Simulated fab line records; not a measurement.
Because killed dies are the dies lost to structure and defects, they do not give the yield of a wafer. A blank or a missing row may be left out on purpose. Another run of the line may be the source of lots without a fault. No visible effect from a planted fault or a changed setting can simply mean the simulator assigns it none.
Code-filled problem report in 8D (eight disciplines) form -- flow sky130 -- the parts of the form that need people (team, actions taken, sign-off) are left out

1. WHAT IS WRONG
run-length-s at SKY_METAL4_METAL_ETCH_18 reads a mean of 179.2 s on 2 wafers of 2 lots; wafers without a fault read 211.2 s with a standard deviation of 0.49. Relative to the usual mean, that is a shift of -65 standard deviations.
The step: etches the open film in Cl2/BCl3, stops on SiO2, target depth 845 nm, time 183.1 s.
First seen on wafer L804.2, day 45 10:28, on rie-metal-04. Wafers with a number at this step in the record: 41, from 14 lots. Rule for "out", or "out of limits": more than 4 standard deviations from the usual mean. Any other wafer with a number is counted as sound.

2. WHAT IT IS, AND WHAT IT ISN'T
question,is,is not
which readings at this step,"run-length-s, oes-product-au","chamber-pressure-mTorr, drypump-motor-current-A, he-backside-leak-sccm, mfc-cl2-sccm, throttle-valve-pct"
which lots,"L804, L810","L791, L792, L793, L794, L795, L796, L797, L798, L799, L800, L803, L813"
which wafers of those lots,"L804.2, L810.2","L804.3, L804.6, L810.6"
read on which tools,rie-metal-04,"rie-metal-02, rie-metal-03"
when,from day 45 10:28,"up to then (35 sound wafers); but 4 sound wafers of L810, L813 came after"

3. WHAT RULES OUT EACH SUSPECT
Counting: any tool at a process step up to the reading remains a suspect provided it ran every lot that is out. Sound lots after the first of them don't rule it out here, since some wafers of a struck lot are sound.
- rie-si-02 at SKY_POLY_GATE_ETCH_17 (etches poly-Si in HBr/Cl2, stops on SiO2, target depth 180 nm, time 70.5 s): kept. It processed each lot that is out (first: L804, day 21 09:23); up to then, its last sound lot is L799 (day 19 14:56).
- rie-metal-01 at SKY_METAL1_DESCUM_17 (chemistry O2, time 8 s): kept. It processed each lot that is out (first: L804, day 37 01:08); up to then, its last sound lot is L799 (day 35 14:23).
- rie-metal-04 at SKY_METAL4_METAL_ETCH_18 (etches the open film in Cl2/BCl3, stops on SiO2, target depth 845 nm, time 183.1 s): kept. It processed each lot that is out (first: L804, day 45 10:28); up to then, its last sound lot is L799 (day 44 05:55). Its own readings are out on those wafers: oes-product-au, run-length-s.
- At SKY_POLY_GATE_ETCH_17, inside rie-si-02: chamber 3 took the wafers that are out, while their sound lot-mates went through chambers 1, 2.
rie-si-02 at SKY_POLY_GATE_ETCH_17, rie-metal-01 at SKY_METAL1_DESCUM_17 and rie-metal-04 at SKY_METAL4_METAL_ETCH_18 are what is left after counting.

4. THE CAUSE (what the simulator had put in)
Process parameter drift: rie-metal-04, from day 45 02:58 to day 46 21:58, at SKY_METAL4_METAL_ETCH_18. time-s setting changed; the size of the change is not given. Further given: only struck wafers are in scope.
This tool is one of the 3 suspects left after counting.

5. THE EFFECT CHAIN, in route order
Rows list readings where the struck wafers' mean (over those with a number) sits beyond 3 standard deviations from the usual. Readings are gone through only where the record gives a usual standard deviation; hours: the median, over the lots, of the time from a lot's start at the first step in this table giving one to that lot's start at this step; sigmas: the change measured in usual standard deviations.
hours,step,reading,usual,on struck wafers,change,sigmas
0,SKY_METAL4_METAL_ETCH_18,oes-product-au,0.866 a.u.,0.992,+0.126,+19
0,SKY_METAL4_METAL_ETCH_18,run-length-s,211.2 s,179.2,-31.9,-65
0,SKY_METAL4_STRIP_19,oes-product-au,0.504 a.u.,0.542,+0.038,+5.8
0,SKY_METAL4_STRIP_19,strip-time-to-endpoint-s,6.57 s,7.53,+0.96,+11
It contains these process steps:
- SKY_METAL4_METAL_ETCH_18: etches the open film in Cl2/BCl3, stops on SiO2, target depth 845 nm, time 183.1 s.
- SKY_METAL4_STRIP_19: strips in O2/N2.

6. WHAT WOULD HAVE CAUGHT IT SOONER
In this record the first reading out of limits was taken at day 45 10:28, 7 hours after the fault began at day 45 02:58.
